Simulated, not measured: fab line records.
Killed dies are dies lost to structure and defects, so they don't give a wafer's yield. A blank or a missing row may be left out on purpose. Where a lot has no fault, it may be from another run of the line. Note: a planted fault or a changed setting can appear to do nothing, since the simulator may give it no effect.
Chamber matching | flow sky130 | SKY_VIA2_CMP_24 on cmp-01: 4 sister chambers
The step polishes, stops on SiO2, t overpolish 20 s, target thk 0 nm. 4 wafers are shown with their chamber, then 12 later ones without.

WAFERS, EACH WITH ITS CHAMBER
wafer  | chamber | motor current A (A)
L085.2 | 1       | 10.4
L095.1 | 0       | 9.9
L095.2 | 3       | 12.8
L095.5 | 2       | 12.0

WAFERS WHOSE CHAMBER IS MISSING
wafer  | motor current A (A)
L090.1 | 11.1
L090.5 | 11.9
L090.6 | 10.9
L094.2 | 10.9
L094.3 | 12.7
L094.5 | 11.4
L097.1 | 12.2
L097.2 | 12.7
L097.6 | 12.9
L092.3 | 12.3
L092.4 | 9.9
L092.5 | 12.1

CHAMBER TAKEN BY EACH
wafer  | from the rows above          | in truth
L090.1 | can't be placed: 1 or 2 or 0 | 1
L090.5 | 2                            | 2
L090.6 | can't be placed: 1 or 0 or 2 | 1
L094.2 | can't be placed: 1 or 0 or 2 | 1
L094.3 | can't be placed: 3 or 2      | 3
L094.5 | can't be placed: 2 or 1      | 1
L097.1 | can't be placed: 2 or 3      | 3
L097.2 | can't be placed: 3 or 2      | 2
L097.6 | 3                            | 3
L092.3 | can't be placed: 2 or 3      | 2
L092.4 | can't be placed: 0 or 1      | 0
L092.5 | can't be placed: 2 or 3      | 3
Correctly placed: 2 of 12. Cannot be placed on the basis of these rows: 10; the candidates contain the true chamber in 10. Wrongly placed: 0.
How it was worked out, from the rows above alone: a wafer's distance from a chamber is the root of the sum, over the readings, of the square of ((its reading less the chamber's mean) divided by the reading's scatter). If the next closest chamber is less than 2 further off than the closest, the wafer can't be placed; otherwise it belongs to the closest. For every chamber, the mean is computed from those of its wafers that are shown. The scatter: with one shown wafer a chamber, the root of the mean of the squares of how far each hidden wafer lies from its nearest shown one.
